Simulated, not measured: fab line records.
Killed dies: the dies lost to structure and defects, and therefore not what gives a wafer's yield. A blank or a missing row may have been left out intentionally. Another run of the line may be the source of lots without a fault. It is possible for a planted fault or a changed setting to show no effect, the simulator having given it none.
Chamber matching || flow gf180mcu || 3 sister chambers for GF_PASSIVATION_CVD_00 on pecvd-03
The step deposits SiO2 from TEOS, target thk 1000 nm, time 111.95 s. 3 wafers are shown with their chamber, then 7 later ones without.

WAFERS, EACH WITH ITS CHAMBER
{"wafer": "L465.4", "chamber": 0, "heater_power_w (W)": 657}
{"wafer": "L479.1", "chamber": 1, "heater_power_w (W)": 653}
{"wafer": "L479.4", "chamber": 2, "heater_power_w (W)": 591}

WAFERS MISSING THEIR CHAMBER
{"wafer": "L479.5", "heater_power_w (W)": 518}
{"wafer": "L480.2", "heater_power_w (W)": 533}
{"wafer": "L480.5", "heater_power_w (W)": 598}
{"wafer": "L480.6", "heater_power_w (W)": 500}
{"wafer": "L482.1", "heater_power_w (W)": 665}
{"wafer": "L482.2", "heater_power_w (W)": 634}
{"wafer": "L482.3", "heater_power_w (W)": 589}

THE CHAMBER EACH PASSED THROUGH
{"wafer": "L479.5", "from the rows above": "can't be placed: 2 or 1 or 0", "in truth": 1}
{"wafer": "L480.2", "from the rows above": "can't be placed: 2 or 1 or 0", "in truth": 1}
{"wafer": "L480.5", "from the rows above": "can't be placed: 2 or 1 or 0", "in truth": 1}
{"wafer": "L480.6", "from the rows above": "can't be placed: 2 or 1 or 0", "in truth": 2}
{"wafer": "L482.1", "from the rows above": "can't be placed: 0 or 1 or 2", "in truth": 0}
{"wafer": "L482.2", "from the rows above": "can't be placed: 1 or 0 or 2", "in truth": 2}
{"wafer": "L482.3", "from the rows above": "can't be placed: 2 or 1 or 0", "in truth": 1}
0 of 7 placed correctly. Not placeable from these rows: 7 (in 7, the candidates include the true chamber). Placed wrongly: 0.
How it was worked out, from the rows above alone: a wafer's distance from a chamber is the root of the sum, over the readings, of the square of ((its reading less the chamber's mean) divided by the reading's scatter). The wafer belongs to the nearest chamber; if the next one is less than 2 further off, it can't be placed. The mean given for a chamber averages the wafers shown for that chamber. The scatter: with one shown wafer a chamber, the root of the mean of the squares of how far each hidden wafer lies from its nearest shown one.
